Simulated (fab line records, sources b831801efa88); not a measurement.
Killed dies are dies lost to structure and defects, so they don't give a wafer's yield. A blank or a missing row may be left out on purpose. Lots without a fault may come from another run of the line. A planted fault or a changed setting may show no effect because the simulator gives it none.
Problem report in the 8D (eight disciplines) form, filled by code | flow sky130 | the parts of the form that need people (team, actions taken, sign-off) are left out

1. THE PROBLEM
VT_ADJUST_NCORE_TW at SKY_VT_ADJUST_NCORE_TW_MEAS_11 reads a mean of 233.5 on 9 wafers of 3 lots; wafers without a fault read 219.6 with a standard deviation of 1.3. That is +11 standard deviations from the usual mean.
First seen on wafer L580.3, day 13 17:43, on film_metro-04. The record holds 45 wafers of 15 lots with a number at this step. Rule for "out", or "out of limits": more than 4 standard deviations from the usual mean. The other wafers with a number count as sound.

2. WHAT IT IS AND WHAT IT IS NOT
question                    | is                           | is not
which readings at this step | VT_ADJUST_NCORE_TW           | -
which lots                  | L580, L581, L582             | L562, L564, L565, L566, L568, L569, L570, L571, L572, L573, L583, L584
which wafers of those lots  | all that have a number       | -
read on which gauges        | film_metro-02, film_metro-04 | film_metro-01
when                        | from day 13 17:43            | up to then (30 sound wafers); but 6 sound wafers of L583, L584 came after

3. SUSPECTS, AND WHAT RULES EACH OUT
Counting: a tool at a process step up to the reading stays a suspect if it ran every lot that is out and no sound lot after the first of them.
- the gauge at SKY_VT_ADJUST_NCORE_TW_MEAS_11: ruled out. The wafers that are out were read on 2 gauges (film_metro-02, film_metro-04).
- implanter-03 at SKY_VT_ADJUST_NCORE_IMPLANT_09: kept. It ran every lot that is out, first L580 (day 13 17:29), and no sound lot after that; its last sound lot up to then is L571 (day 11 05:53). Its own readings are out on those wafers: beam_on_s, end_station_pressure_torr, faraday_current_uA.
Left after counting: implanter-03 at SKY_VT_ADJUST_NCORE_IMPLANT_09.

4. THE CAUSE (what the simulator had put in)
Process parameter drift: implanter-03, from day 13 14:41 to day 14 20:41, at SKY_VT_ADJUST_NCORE_IMPLANT_09. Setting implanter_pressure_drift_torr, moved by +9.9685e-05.
Process parameter drift: implanter-03, from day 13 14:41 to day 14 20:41, at SKY_VT_ADJUST_NCORE_IMPLANT_09. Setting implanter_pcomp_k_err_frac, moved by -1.
Counting left only this tool.

5. THE CHAIN OF EFFECTS, in route order
Each row: a reading whose mean over the struck wafers that have a number lies more than 3 standard deviations from the usual. Only readings for which the record gives a usual standard deviation are gone through. hours: the time from each lot's start at the first step in this table that gives one to its start at this step, as a median over the lots. sigmas: the change in usual standard deviations.
hours | step                           | reading                   | usual         | on struck wafers | change    | sigmas
0     | SKY_VT_ADJUST_NCORE_IMPLANT_09 | beam_on_s                 | 10.02 s       | 12.40            | +2.38     | +11
0     | SKY_VT_ADJUST_NCORE_IMPLANT_09 | end_station_pressure_torr | 5.03e-06 Torr | 1.04e-04         | +9.94e-05 | +99 or more
0     | SKY_VT_ADJUST_NCORE_IMPLANT_09 | faraday_current_uA        | 13.52         | 11.03            | -2.49     | -8.9
0     | SKY_VT_ADJUST_NCORE_TW_MEAS_11 | VT_ADJUST_NCORE_TW        | 219.6         | 233.5            | +13.9     | +11
The process steps in it:
- SKY_VT_ADJUST_NCORE_IMPLANT_09

6. WHAT WOULD HAVE CAUGHT IT SOONER
In this record the first reading out of limits at a measuring or inspecting step was taken at day 13 17:43, 3 hours after the fault began at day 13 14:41.
The tool's own readings at SKY_VT_ADJUST_NCORE_IMPLANT_09 were out on every struck wafer that the step has a row for (beam_on_s, end_station_pressure_torr, faraday_current_uA): an alarm limit on them would have fired on the first of those.
Of the lots that are out (3), L581, L582 began SKY_VT_ADJUST_NCORE_IMPLANT_09 on implanter-03 after day 13 17:43. A hold on the tool at that time would have spared those 2.
